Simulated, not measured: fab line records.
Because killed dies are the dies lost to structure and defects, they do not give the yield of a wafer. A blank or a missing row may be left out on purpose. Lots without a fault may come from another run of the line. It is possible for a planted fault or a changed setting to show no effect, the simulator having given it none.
A struck lot beside a sound one / flow sky130 / 28 steps out of a route of 708
Sound: these wafers, L259.2, L259.3, L259.5. Struck: wafers L266.1, L266.3, L266.4. Last of all comes the cause.
Each step with rows lists, per side, the tool, then ch with its chambers, then its first start. Under that, the readings that differ: sound wafers / struck wafers / difference of the means / sigmas: that difference in standard deviations of wafers without a fault.
alike: readings with means less than 2 such deviations apart, plus words and numbers identical on both sides. not compared: withheld readings, readings lacking a value on some wafer, bounds such as >300 that could conceal the same value, and numbers that have no deviation in the record and whose values overlap.
The two part at a step that has a row with sigmas, a row that says differs or no value, or rows on one side only. Numbers that don't overlap but have no deviation are shown without sigmas and don't part them. Lack of a reading on every wafer of one side parts them only where that side has two or more wafers.

first, 1 step without rows for these wafers: SKY_VT_ADJUST_LVTN_IMPLANT_08.
SKY_VT_ADJUST_LVTN_STRIP_09: strips in O2/N2.
  sound on plasma asher-01 ch 0,1, day 7 02:17; struck on plasma asher-02 ch 0,1, day 9 02:01
reading=strip time to endpoint s (s); sound=37.07 37.05 37.08; struck=36.74 36.76 36.73; difference=-0.32; sigmas=-3
  alike: drypump motor current A, oes product au
  not compared: rf hours counter h
SKY_VT_ADJUST_LVTN_TW_MEAS_10:
  struck on film metro-04, day 9 02:07; sound on film metro-03, day 7 02:24
  alike: VT_ADJUST_LVTN_TW
then, 7 steps without rows for these wafers: SKY_VT_ADJUST_LVTN_DEHYDRATE_11 (time 60 s); SKY_VT_ADJUST_LVTN_HMDS_12 (prime time 60 s); SKY_VT_ADJUST_LVTN_COAT_13 (resist thk 1140 nm); SKY_VT_ADJUST_LVTN_SOFTBAKE_14 (time 60 s); SKY_VT_ADJUST_LVTN_EXPOSE_15 (exposes mask HVN STD DERIVED, target cd 600 nm); SKY_VT_ADJUST_LVTN_PEB_16; SKY_VT_ADJUST_LVTN_DEVELOP_17 (develop time 60 s).
SKY_VT_ADJUST_LVTN_OVL_MEAS_18:
  struck on overlay-02, day 9 23:36; sound on overlay-02, day 7 21:52
  alike: VT_ADJUST_LVTN_01_OVL
following that, these wafers have no rows for 1 step: SKY_VT_ADJUST_LVTN_IMPLANT_19.
SKY_VT_ADJUST_LVTN_STRIP_20: strips in O2/N2.
  sound on plasma asher-01 ch 1, day 7 22:02; struck on plasma asher-01 ch 0,1, day 9 23:47
reading=oes product au (a.u.); sound=0.716 0.710 0.723; struck=0.940 0.934 0.938; difference=+0.221; sigmas=+53
reading=strip time to endpoint s (s); sound=14.17 14.13 14.15; struck=- - -; difference=no value on the struck wafers; sigmas=
reading=model.NOVOLAK_of_VT_ADJUST_LVTN_COAT_13.thk nm (nm); sound=0 0 0; struck=364.7 365.4 364.2; difference=+364.8; sigmas=
  alike: drypump motor current A
  not compared: rf hours counter h
SKY_VT_ADJUST_LVTN_TW_MEAS_21:
  struck on film metro-03, day 9 23:53; sound on film metro-04, day 7 22:09
reading=VT_ADJUST_LVTN_2_TW; sound=191.8 190.8 191.2; struck=187.2 187.6 188.3; difference=-3.6; sigmas=-2
then, 7 steps without rows for these wafers: SKY_VT_ADJUST_NCORE_DEHYDRATE_00 (time 60 s); SKY_VT_ADJUST_NCORE_HMDS_01 (prime time 60 s); SKY_VT_ADJUST_NCORE_COAT_02 (resist thk 1140 nm); SKY_VT_ADJUST_NCORE_SOFTBAKE_03 (time 60 s); SKY_VT_ADJUST_NCORE_EXPOSE_04 (exposes mask LVTN COMPLEMENT THIN, target cd 380 nm); SKY_VT_ADJUST_NCORE_PEB_05; SKY_VT_ADJUST_NCORE_DEVELOP_06 (develop time 60 s).
SKY_VT_ADJUST_NCORE_CD_MEAS_07: target cd 380 nm.
  struck on cd sem-01, day 10 22:28; sound on cd sem-02, day 8 19:46
  alike: cd nm
SKY_VT_ADJUST_NCORE_OVL_MEAS_08:
  struck on overlay-01, day 10 22:35; sound on overlay-01, day 8 19:53
  alike: VT_ADJUST_NCORE_OVL
following that, these wafers have no rows for 1 step: SKY_VT_ADJUST_NCORE_IMPLANT_09.
SKY_VT_ADJUST_NCORE_STRIP_10: strips in O2/N2.
  sound on plasma asher-04 ch 0, day 8 20:04; struck on plasma asher-04 ch 0,1, day 10 22:46
reading=strip time to endpoint s (s); sound=14.21 14.23 14.24; struck=19.70 19.73 19.65; difference=+5.47; sigmas=+99 or more
  alike: drypump motor current A, oes product au
  not compared: rf hours counter h
SKY_VT_ADJUST_NCORE_TW_MEAS_11:
  struck on film metro-03, day 10 22:52; sound on film metro-03, day 8 20:10
reading=VT_ADJUST_NCORE_TW; sound=219.6 218.0 217.9; struck=30.0 30.0 29.8; difference=-188.6; sigmas=-94
then, 1 step without rows for these wafers: SKY_VT_ADJUST_HVTR_DEHYDRATE_00 (time 60 s).
-- the record jumps here: 37 days lie between the struck wafers' starts before and after (it left off in module VT_ADJUST_HVTR and takes up again in module PAD_OPEN, whose first step shown is number 708 of the route) --
SKY_PAD_OPEN_PROBE_99:
  struck on prober-01, day 48 01:58; sound on prober-02, day 46 05:50
reading=model.etest.nfet_16v.r on ohm um; sound=1.373e+04; struck=1.241e+04 1.228e+04 1.243e+04; difference=-1.357e+03; sigmas=
reading=model.etest.pfet_16v.r on ohm um; sound=1.491e+04; struck=1.676e+04 1.66e+04 1.671e+04; difference=+1.780e+03; sigmas=
reading=model.etest.pfet g5v0d10v5.r on ohm um; sound=4752; struck=5980 5952 6074; difference=+1250; sigmas=
reading=model.etest.tip p.rs ohm sq; sound=6981; struck=7710 7734 7766; difference=+756; sigmas=
reading=model.etest.pfet_01v8.r on ohm um; sound=2987; struck=3265 3238 3343; difference=+295; sigmas=
reading=model.etest.tip_p_5v.rs ohm sq; sound=2890; struck=3086 3098 3074; difference=+196; sigmas=
reading=model.etest.pfet g5v0d10v5.drive ua um; sound=342.5; struck=248 251 246.6; difference=-94; sigmas=
reading=model.etest.nfet_01v8.drive ua um; sound=486.8; struck=594.9 595.7 592; difference=+107.4; sigmas=

== WHERE THEY PART ==
First at SKY_VT_ADJUST_LVTN_STRIP_09; last, within this record, at SKY_VT_ADJUST_NCORE_TW_MEAS_11.

WHY: the cause the simulator had injected
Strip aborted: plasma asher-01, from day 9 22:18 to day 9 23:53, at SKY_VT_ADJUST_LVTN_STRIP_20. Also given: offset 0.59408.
